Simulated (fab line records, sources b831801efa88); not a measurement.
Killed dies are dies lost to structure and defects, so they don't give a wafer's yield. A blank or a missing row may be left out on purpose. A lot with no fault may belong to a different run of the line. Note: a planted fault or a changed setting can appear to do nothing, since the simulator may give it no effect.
Which tool was responsible?	flow gf180mcu	14 lots with 42 wafers sampled at 4 steps, on a route of 602 steps

WHAT THE GAUGES SHOWED, per wafer
GF_STI_CD_MEAS_12: target cd 220 nm. Usual: cd_nm reads 220.2 nm (standard deviation 1.2).
lot	measured	on	cd_nm (nm)	flag
L513	day 2 01:13	cd_sem-01	219.8 219.8 219.6	
L514	day 2 05:54	cd_sem-01	223.4 222.5 221.6	
L515	day 2 10:31	cd_sem-02	218.2 218.4 218.4	
L516	day 2 20:14	cd_sem-02	218.3 218.6 218.8	
L518	day 3 03:20	cd_sem-02	218.8 214.8 218.6 218.9 214.8 218.5	
L520	day 3 12:39	cd_sem-02	219.3 220.3 220.3	
L521	day 3 18:14	cd_sem-01	220.9 221.3 215.7	
L524	day 4 10:22	cd_sem-01	221.0 221.1 221.0	
L529	day 5 11:41	cd_sem-01	220.0 219.7 217.9	
L531	day 5 21:55	cd_sem-01	220.3 220.5 219.4	
L532	day 6 03:14	cd_sem-01	220.5 221.1 220.9	
L533	day 6 08:34	cd_sem-01	220.9 221.1 220.1	
L534	day 6 12:50	cd_sem-01	222.9 223.0 221.9	
L535	day 6 17:31	cd_sem-02	219.5 219.2 219.0	

GF_MVPSD_TW_MEAS_11. Usual: MVPSD_TW typically reads 560, with standard deviation 9.6.
lot	measured	on	MVPSD_TW	flag
L513	day 5 03:53	film_metro-02	565 568 567	
L514	day 5 08:45	film_metro-02	567 569 565	
L515	day 5 12:53	film_metro-04	561 561 562	
L516	day 5 22:42	film_metro-02	565 567 570	
L518	day 6 08:37	film_metro-03	550 545 549	
L520	day 6 16:38	film_metro-03	546 547 546	
L521	day 6 23:49	film_metro-02	566 569 566	
L524	day 7 18:16	film_metro-02	565 568 568	
L529	day 9 00:56	film_metro-04	567 568 565	
L531	day 9 11:17	film_metro-04	567 567 562	
L532	day 9 17:32	film_metro-04	565 564 564	
L533	day 9 23:56	film_metro-03	544 541 541	
L534	day 10 07:19	film_metro-04	564 564 563	
L535	day 10 10:29	film_metro-04	566 562 559	

GF_V2_BOW_MEAS_05. Usual: V2_BOW typically reads 98 um, with standard deviation 8.3.
lot	measured	on	V2_BOW (um)	flag
L513	day 19 07:32	film_metro-03	97 92 95	
L514	day 19 16:23	film_metro-04	96 94 106	
L515	day 19 21:41	film_metro-03	93 97 91	
L516	day 20 17:45	film_metro-04	114 95 96	
L518	day 21 12:26	film_metro-02	79 102 92	
L520	day 21 19:34	film_metro-03	98 100 95	
L521	day 22 11:45	film_metro-02	99 107 108	
L524	day 23 14:56	film_metro-02	91 97 90	
L529	day 25 03:23	film_metro-02	88 90 83	
L531	day 25 14:20	film_metro-02	93 103 96	
L532	day 25 22:01	film_metro-04	96 90 81	
L533	day 26 09:45	film_metro-04	96 103 89	
L534	day 26 12:42	film_metro-03	86 93 109	
L535	day 26 14:50	film_metro-03	92 91 94	

TOOL THAT RAN EACH LOT (tool first, then ch and the chambers of the sampled wafers, then the start)
lot	GF_STI_PEB_10
L513	litho_track-03 ch 0, day 2 00:54
L514	litho_track-04 ch 0, day 2 05:35
L515	litho_track-01 ch 0, day 2 10:11
L516	litho_track-01 ch 0, day 2 19:55
L518	litho_track-01 ch 0, day 3 02:59
L520	litho_track-03 ch 0, day 3 12:19
L521	litho_track-01 ch 0, day 3 17:53
L524	litho_track-04 ch 0, day 4 10:01
L529	litho_track-04 ch 0, day 5 11:20
L531	litho_track-01 ch 0, day 5 21:35
L532	litho_track-03 ch 0, day 6 02:53
L533	litho_track-03 ch 0, day 6 08:15
L534	litho_track-01 ch 0, day 6 12:29
L535	litho_track-01 ch 0, day 6 17:11
- GF_STI_PEB_10: peb time 90 s.

WHAT THE TOOLS THEMSELVES READ (means of the sampled wafers that have a number; where no wafer has one, the mark that the record gives instead)
The record holds no such reading with a usual standard deviation.

THE ANSWER, worked out from the rows above alone
Rule: take the mean of a lot's wafers that have a number; if it is more than 3 standard deviations from the usual mean, the lot is off. Also off: a lot with no number at a reading for which 4 or more lots have one. Where the step has rows for the other lots, those lots are counted as sound. First the gauges in route order, then the tools' own readings, where a lot's mean is used as printed above. At the first step where some lot is off, the reading lying furthest off is the one used; lots without a number count as furthest.
Nothing can be told from this: no lot is off at any reading shown.

WHAT THE SIMULATOR HAD PUT IN
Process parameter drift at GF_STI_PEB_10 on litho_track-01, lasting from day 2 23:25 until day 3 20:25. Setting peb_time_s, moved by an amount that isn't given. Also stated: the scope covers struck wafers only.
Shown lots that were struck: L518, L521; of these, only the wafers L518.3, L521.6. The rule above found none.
